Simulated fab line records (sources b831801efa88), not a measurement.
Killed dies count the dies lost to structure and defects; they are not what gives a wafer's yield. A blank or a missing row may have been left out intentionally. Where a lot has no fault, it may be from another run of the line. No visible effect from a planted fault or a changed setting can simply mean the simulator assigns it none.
What tool caused it? + flow sky130 + 6 lots (18 wafers sampled), 1 step of a 708-step route

== WHAT THE GAUGES READ, wafer by wafer ==
SKY_LI_CONTACT_CD_MEAS_12: the cd target is 170 nm.
| lot  | measured     | on       | cdNm (nm)         |
|------|--------------|----------|-------------------|
| L344 | day 29 11:11 | cdSem-01 | 171.4 171.2 170.7 |
| L346 | day 30 02:18 | cdSem-02 | 169.5 168.7 167.7 |
| L349 | day 31 16:54 | cdSem-02 | 168.2 167.7 169.7 |
| L361 | day 35 08:40 | cdSem-02 | 172.9 172.7 172.2 |
| L363 | day 35 13:29 | cdSem-02 | 171.0 169.4 169.4 |
| L365 | day 36 10:43 | cdSem-01 | 169.3 169.4 168.4 |

== WHICH TOOL RAN EACH LOT (tool, then ch and the chambers of the sampled wafers, then the start) ==
No process step before these readings appears in the record.

== THE ANSWER, worked out from the rows above alone ==
Rule: the lots themselves supply what counts as usual. The widest of any qualifying gaps counts: lots, ordered by their means at a reading, are off when they make up no more than a third of the lots, leave a main group of 4 or more, and stand apart from it by 3 or more times the standard deviation of that group's means. A main group whose means are all the same, to the digits that the tables above print for the reading, isn't used. A lot without any number at a reading at which 4 lots or more have one is off too. Any other lot the step has rows for is counted as sound.
Nothing can be told from this: no lot is off at any reading shown.

== WHAT HAD BEEN PUT IN BY THE SIMULATOR ==
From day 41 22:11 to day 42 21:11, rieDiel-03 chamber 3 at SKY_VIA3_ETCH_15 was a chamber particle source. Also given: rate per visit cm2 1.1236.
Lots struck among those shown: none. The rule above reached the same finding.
